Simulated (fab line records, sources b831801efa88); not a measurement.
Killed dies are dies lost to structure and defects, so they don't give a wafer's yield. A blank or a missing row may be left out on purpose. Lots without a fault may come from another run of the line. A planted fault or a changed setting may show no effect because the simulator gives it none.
Which tool did it? | flow gf180mcu | 11 lots, 32 wafers sampled, at 5 steps of a route of 602

WHAT THE GAUGES READ, wafer by wafer
GF_TOP_METAL_CD_MEAS_14: target cd 440 nm. Usual: cd_nm 439.9 nm, standard deviation 2.
lot  | measured     | on        | cd_nm (nm)        | flag
L865 | day 27 23:34 | cd_sem-01 | 439.2 439.6 438.2 |
L866 | day 28 05:47 | cd_sem-01 | 438.2 439.3 438.1 |
L868 | day 29 06:28 | cd_sem-01 | 439.6 440.3 439.6 |
L869 | day 29 12:36 | cd_sem-01 | 443.0 442.9 440.7 |
L870 | day 29 18:40 | cd_sem-01 | 438.1 438.1 440.1 |
L871 | day 29 23:22 | cd_sem-02 | 438.1 439.8 437.4 |
L872 | day 30 05:35 | cd_sem-02 | 442.3 439.9 442.1 |
L873 | day 30 15:11 | cd_sem-01 | 437.5 439.3 439.9 |
L874 | day 30 23:06 | cd_sem-02 | 441.8 440.9 442.5 |
L877 | day 31 22:57 | cd_sem-01 | 441.3 438.9 438.5 |
L883 | day 33 03:40 | cd_sem-01 | 435.9 431.1       | OFF

WHICH TOOL RAN EACH LOT (tool, then ch and the chambers of the sampled wafers, then the start)
lot  | GF_MIM_SPUTTER_09            | GF_V5_STRIP_18                       | GF_TOP_METAL_SPUTTER_04      | GF_TOP_METAL_COAT_09
L865 | pvd_sputter-04, day 24 08:06 | plasma_asher-01 ch 0,1, day 27 02:01 | pvd_sputter-02, day 27 03:24 | litho_track-01 ch 0, day 27 13:38
L866 | pvd_sputter-02, day 24 15:36 | plasma_asher-01 ch 0,1, day 27 08:46 | pvd_sputter-03, day 27 10:14 | litho_track-02 ch 0, day 27 20:15
L868 | pvd_sputter-04, day 25 19:14 | plasma_asher-01 ch 0,1, day 28 09:49 | pvd_sputter-01, day 28 11:22 | litho_track-04 ch 0, day 28 21:07
L869 | pvd_sputter-04, day 26 02:32 | plasma_asher-01 ch 0,1, day 28 16:25 | pvd_sputter-01, day 28 17:50 | litho_track-02 ch 0, day 29 02:57
L870 | pvd_sputter-04, day 26 08:27 | plasma_asher-01 ch 1, day 28 22:41   | pvd_sputter-03, day 29 00:06 | litho_track-02 ch 0, day 29 09:06
L871 | pvd_sputter-04, day 26 13:35 | plasma_asher-01 ch 0,1, day 29 02:55 | pvd_sputter-03, day 29 04:20 | litho_track-01 ch 0, day 29 13:56
L872 | pvd_sputter-04, day 26 20:22 | plasma_asher-02 ch 0,1, day 29 10:07 | pvd_sputter-03, day 29 11:32 | litho_track-04 ch 0, day 29 20:24
L873 | pvd_sputter-01, day 27 07:49 | plasma_asher-01 ch 0,1, day 29 19:46 | pvd_sputter-01, day 29 21:11 | litho_track-01 ch 0, day 30 06:20
L874 | pvd_sputter-04, day 27 16:08 | plasma_asher-02 ch 0,1, day 30 03:17 | pvd_sputter-03, day 30 04:42 | litho_track-01 ch 0, day 30 14:12
L877 | pvd_sputter-02, day 28 18:43 | plasma_asher-03 ch 0,1, day 31 04:46 | pvd_sputter-03, day 31 06:13 | litho_track-04 ch 0, day 31 14:37
L883 | pvd_sputter-01, day 30 03:04 | plasma_asher-01 ch 0,1, day 32 09:53 | pvd_sputter-02, day 32 11:24 | litho_track-04 ch 0, day 32 19:33
- GF_MIM_SPUTTER_09: material TiN, target thk 35 nm, time 29.2 s.
- GF_V5_STRIP_18: strips in O2/N2.
- GF_TOP_METAL_SPUTTER_04: material TiN, target thk 25 nm, time 20.8 s.
- GF_TOP_METAL_COAT_09: resist thk 1500 nm.

WHAT THE TOOLS THEMSELVES READ (means of the sampled wafers that have a number; where no wafer has one, the mark that the record gives instead)
GF_MIM_SPUTTER_09. Usual: chamber_pressure_pa 0.3999 Pa, standard deviation 0.00077; throttle_valve_pct 30.2 %, standard deviation 1.1.
lot  | tool           | chamber_pressure_pa (Pa) | throttle_valve_pct (%) | flag
L865 | pvd_sputter-04 | 0.3994                   | 31.1                   |
L866 | pvd_sputter-02 | 0.4000                   | 28.3                   |
L868 | pvd_sputter-04 | 0.3996                   | 30.9                   |
L869 | pvd_sputter-04 | 0.3999                   | 31.1                   |
L870 | pvd_sputter-04 | 0.4004                   | 30.8                   |
L871 | pvd_sputter-04 | 0.3996                   | 30.5                   |
L872 | pvd_sputter-04 | 0.3985                   | 30.8                   |
L873 | pvd_sputter-01 | 0.4002                   | 29.5                   |
L874 | pvd_sputter-04 | 0.4008                   | 31.0                   |
L877 | pvd_sputter-02 | 0.4001                   | 30.0                   |
L883 | pvd_sputter-01 | 0.4009                   | 29.1                   |

GF_V5_STRIP_18. Usual: drypump_motor_current_A 5.7 A, standard deviation 0.42; heater_power_w 348 W, standard deviation 38; n2_flow_sccm 300.1 sccm, standard deviation 0.86; oes_product_au 0.568 a.u., standard deviation 0.0057.
lot  | tool            | drypump_motor_current_A (A) | heater_power_w (W) | n2_flow_sccm (sccm) | oes_product_au (a.u.) | flag
L865 | plasma_asher-01 | 5.5                         | 369                | 299.2               | 0.568                 |
L866 | plasma_asher-01 | 5.5                         | 367                | 299.2               | 0.565                 |
L868 | plasma_asher-01 | 5.5                         | 333                | 300.4               | 0.564                 |
L869 | plasma_asher-01 | 5.5                         | 361                | 300.2               | 0.570                 |
L870 | plasma_asher-01 | 5.4                         | 303                | 300.7               | 0.565                 |
L871 | plasma_asher-01 | 5.5                         | 367                | 300.1               | 0.566                 |
L872 | plasma_asher-02 | 5.7                         | 343                | 299.8               | 0.567                 |
L873 | plasma_asher-01 | 5.5                         | 334                | 300.3               | 0.572                 |
L874 | plasma_asher-02 | 5.7                         | 344                | 299.6               | 0.567                 |
L877 | plasma_asher-03 | 6.2                         | 355                | 298.8               | 0.569                 |
L883 | plasma_asher-01 | 5.5                         | 344                | 300.5               | 0.560                 |

GF_TOP_METAL_SPUTTER_04. Usual: chamber_pressure_pa 0.4000 Pa, standard deviation 0.00083; throttle_valve_pct 30.0 %, standard deviation 1.2.
lot  | tool           | chamber_pressure_pa (Pa) | throttle_valve_pct (%) | flag
L865 | pvd_sputter-02 | 0.3999                   | 29.8                   |
L866 | pvd_sputter-03 | 0.4009                   | 31.1                   |
L868 | pvd_sputter-01 | 0.3998                   | 28.6                   |
L869 | pvd_sputter-01 | 0.4002                   | 29.5                   |
L870 | pvd_sputter-03 | 0.4003                   | 30.9                   |
L871 | pvd_sputter-03 | 0.4009                   | 30.6                   |
L872 | pvd_sputter-03 | 0.3996                   | 30.7                   |
L873 | pvd_sputter-01 | 0.4003                   | 28.7                   |
L874 | pvd_sputter-03 | 0.4004                   | 30.9                   |
L877 | pvd_sputter-03 | 0.3991                   | 31.1                   |
L883 | pvd_sputter-02 | 0.4001                   | 28.6                   |

THE ANSWER, worked out from the rows above alone
Rule: a lot is off if the mean of its wafers that have a number lies more than 3 standard deviations from the usual mean. A lot without any number at a reading at which 4 lots or more have one is off too. The other lots that the step has rows for count as sound. The gauges are gone through in route order, then the tools' own readings, and for those a lot's mean is taken as printed above. The first step at which some lot is off is used, and at that step the reading that is off furthest; a lot without a number counts as furthest.
Off: L883, at GF_TOP_METAL_CD_MEAS_14 (cd_nm).
A tool fits if, at a process step before that reading, it ran every lot that is off, and no sound lot after the first of them. The gauges at GF_TOP_METAL_CD_MEAS_14 are tried like those tools. Can't be told from this: 5 tools fit, pvd_sputter-01 at GF_MIM_SPUTTER_09, plasma_asher-01 at GF_V5_STRIP_18, pvd_sputter-02 at GF_TOP_METAL_SPUTTER_04, litho_track-04 at GF_TOP_METAL_COAT_09, cd_sem-01 at GF_TOP_METAL_CD_MEAS_14.

WHAT THE SIMULATOR HAD PUT IN
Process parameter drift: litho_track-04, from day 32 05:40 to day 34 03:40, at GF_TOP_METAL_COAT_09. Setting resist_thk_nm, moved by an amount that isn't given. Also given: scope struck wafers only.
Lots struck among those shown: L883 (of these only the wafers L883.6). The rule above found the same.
